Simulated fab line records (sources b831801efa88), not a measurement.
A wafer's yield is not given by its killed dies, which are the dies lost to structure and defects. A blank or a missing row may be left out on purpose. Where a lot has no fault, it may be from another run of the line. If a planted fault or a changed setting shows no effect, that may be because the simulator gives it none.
Which tool was responsible?	flow sky130	11 lots, 33 wafers sampled, at 4 steps of a route of 708

== WHAT THE GAUGES READ, wafer by wafer ==
SKY_VIA3_THK_MEAS_01.
lot	measured	on	VIA3_HDPCVD_THK (nm)
L771	day 38 13:14	film_metro-03	1608 1637 1634
L772	day 39 06:17	film_metro-04	1652 1663 1646
L773	day 39 11:38	film_metro-03	1643 1641 1629
L775	day 39 19:50	film_metro-02	1646 1656 1649
L776	day 40 06:56	film_metro-03	1631 1627 1631
L783	day 41 23:04	film_metro-04	1668 1649 1645
L788	day 43 13:20	film_metro-02	1651 1658 1956
L789	day 43 17:36	film_metro-03	1666 1974 1978
L790	day 43 20:34	film_metro-04	1624 1667 1666
L791	day 44 06:52	film_metro-02	1644 1650 1657
L793	day 44 17:56	film_metro-02	1658 1655 1667

== WHAT TOOL EACH LOT RAN ON (gives the tool, then ch and the chambers of the sampled wafers, and finally the start) ==
lot	SKY_LI_CONTACT_CMP_24	SKY_CONTACT_STRIP_19	SKY_VIA3_HDPCVD_00
L771	cmp-01 ch 0,1, day 29 04:52	plasma_asher-03 ch 1, day 31 14:46	hdpcvd-01 ch 0,1,2, day 38 13:04
L772	cmp-01 ch 0,1,3, day 29 22:57	plasma_asher-04 ch 0,1, day 32 08:09	hdpcvd-01 ch 0,1,2, day 39 06:11
L773	cmp-02 ch 2,3, day 30 06:40	plasma_asher-04 ch 0,1, day 32 14:42	hdpcvd-01 ch 0,1,2, day 39 11:28
L775	cmp-02 ch 0,2,3, day 30 15:22	plasma_asher-03 ch 0,1, day 33 00:22	hdpcvd-01 ch 1,2, day 39 19:40
L776	cmp-01 ch 0,2,3, day 31 03:22	plasma_asher-04 ch 0,1, day 33 11:13	hdpcvd-01 ch 1,2, day 40 06:46
L783	cmp-02 ch 1,2,3, day 32 22:11	plasma_asher-03 ch 0,1, day 35 05:37	hdpcvd-02 ch 0,2, day 41 22:54
L788	cmp-01 ch 0,2, day 34 18:19	plasma_asher-03 ch 0,1, day 36 23:37	hdpcvd-01 ch 0,2, day 43 13:09
L789	cmp-02 ch 1,2,3, day 34 23:20	plasma_asher-02 ch 0,1, day 37 05:22	hdpcvd-01 ch 0,1, day 43 17:25
L790	cmp-02 ch 0,2,3, day 35 05:43	plasma_asher-02 ch 0,1, day 37 10:25	hdpcvd-02 ch 0,1, day 43 20:24
L791	cmp-01 ch 1,2,3, day 35 15:40	plasma_asher-04 ch 0,1, day 37 21:01	hdpcvd-02 ch 0,2, day 44 06:43
L793	cmp-02 ch 0,1,2, day 36 03:31	plasma_asher-02 ch 0,1, day 38 08:10	hdpcvd-02 ch 0,2, day 44 17:46
- SKY_LI_CONTACT_CMP_24: polishes, stops on PSG, t overpolish 20 s, target thk 0 nm.
- SKY_CONTACT_STRIP_19: strips in O2/N2.
- SKY_VIA3_HDPCVD_00: deposits SiO2, target thk 1635 nm, time 272.5 s.

== WHAT THE TOOLS THEMSELVES READ (means of the sampled wafers that have a number; where no wafer has one, the mark that the record gives instead) ==
SKY_LI_CONTACT_CMP_24.
lot	tool	edge_zone_pressure_frac	motor_current_A (A)	overpolish_run_s (s)	time_to_endpoint_s (s)
L771	cmp-01	1.005	11.2	19.998	101
L772	cmp-01	0.999	10.7	20.009	102
L773	cmp-02	1.001	13.3	19.998	95
L775	cmp-02	0.998	12.7	19.999	96
L776	cmp-01	1.002	10.6	19.994	93
L783	cmp-02	1.001	12.3	19.993	101
L788	cmp-01	1.000	10.7	20.002	103
L789	cmp-02	0.999	12.1	19.998	91
L790	cmp-02	1.005	13.2	20.004	95
L791	cmp-01	1.003	10.2	20.005	99
L793	cmp-02	1.004	11.7	19.996	91

SKY_CONTACT_STRIP_19.
lot	tool	drypump_motor_current_A (A)	oes_product_au (a.u.)	strip_time_to_endpoint_s (s)
L771	plasma_asher-03	5.68	0.381	3.64
L772	plasma_asher-04	5.51	0.381	3.64
L773	plasma_asher-04	5.49	0.385	3.67
L775	plasma_asher-03	5.65	0.382	3.62
L776	plasma_asher-04	5.51	0.381	3.64
L783	plasma_asher-03	5.67	0.380	3.65
L788	plasma_asher-03	5.66	0.381	3.65
L789	plasma_asher-02	5.52	0.389	3.64
L790	plasma_asher-02	5.43	0.383	3.64
L791	plasma_asher-04	5.60	0.383	3.62
L793	plasma_asher-02	5.51	0.382	3.64

SKY_VIA3_HDPCVD_00.
lot	tool	sih4_flow_sccm (sccm)
L771	hdpcvd-01	60.16
L772	hdpcvd-01	60.01
L773	hdpcvd-01	60.13
L775	hdpcvd-01	60.09
L776	hdpcvd-01	60.31
L783	hdpcvd-02	60.02
L788	hdpcvd-01	63.96
L789	hdpcvd-01	68.11
L790	hdpcvd-02	60.03
L791	hdpcvd-02	60.14
L793	hdpcvd-02	60.10

== THE ANSWER, worked out from the rows above alone ==
Rule: the lots themselves supply what counts as usual. Put in order of their means at a reading, lots are off if they are a third of the lots or fewer, leave a main group of 4 or more, and stand apart from it by a gap of 3 or more times the standard deviation of the main group's means; of several such gaps the widest counts. A main group whose means are all the same, to the digits that the tables above print for the reading, isn't used. A lot without any number at a reading at which 4 lots or more have one is off too. The other lots that the step has rows for count as sound. The gauges are gone through in route order, then the tools' own readings, and for those a lot's mean is taken as printed above. At the first step where some lot is off, the reading lying furthest off is the one used; lots without a number count as furthest.
Off: L788, L789, seen at SKY_VIA3_THK_MEAS_01 (VIA3_HDPCVD_THK). Mean 1646 nm and standard deviation 11 in the main group.
A tool fits if, at a process step before that reading, it ran every lot that is off, and no sound lot after the first of them. Not tried: the gauges at SKY_VIA3_THK_MEAS_01; whatever is off there is also off at SKY_VIA3_HDPCVD_00, on other tools, and gauge error can't account for it. One candidate fits, namely hdpcvd-01 at SKY_VIA3_HDPCVD_00. Its last sound lot is L776 (day 40 06:46), its first lot that is off L788 (day 43 13:09): a fault that began between those two fits.
On the lots that are off, the tool's own readings at SKY_VIA3_HDPCVD_00 differ by more than 5 times the standard deviation of the sound lots' means, which bears it out; sih4_flow_sccm reads 66.03 sccm there versus 60.11 sccm on the sound lots.

== WHAT WAS PUT IN BY THE SIMULATOR ==
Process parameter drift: hdpcvd-01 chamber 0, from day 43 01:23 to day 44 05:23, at SKY_VIA3_HDPCVD_00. A move of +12 in setting sih4_flow_sccm, from 60. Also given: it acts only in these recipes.
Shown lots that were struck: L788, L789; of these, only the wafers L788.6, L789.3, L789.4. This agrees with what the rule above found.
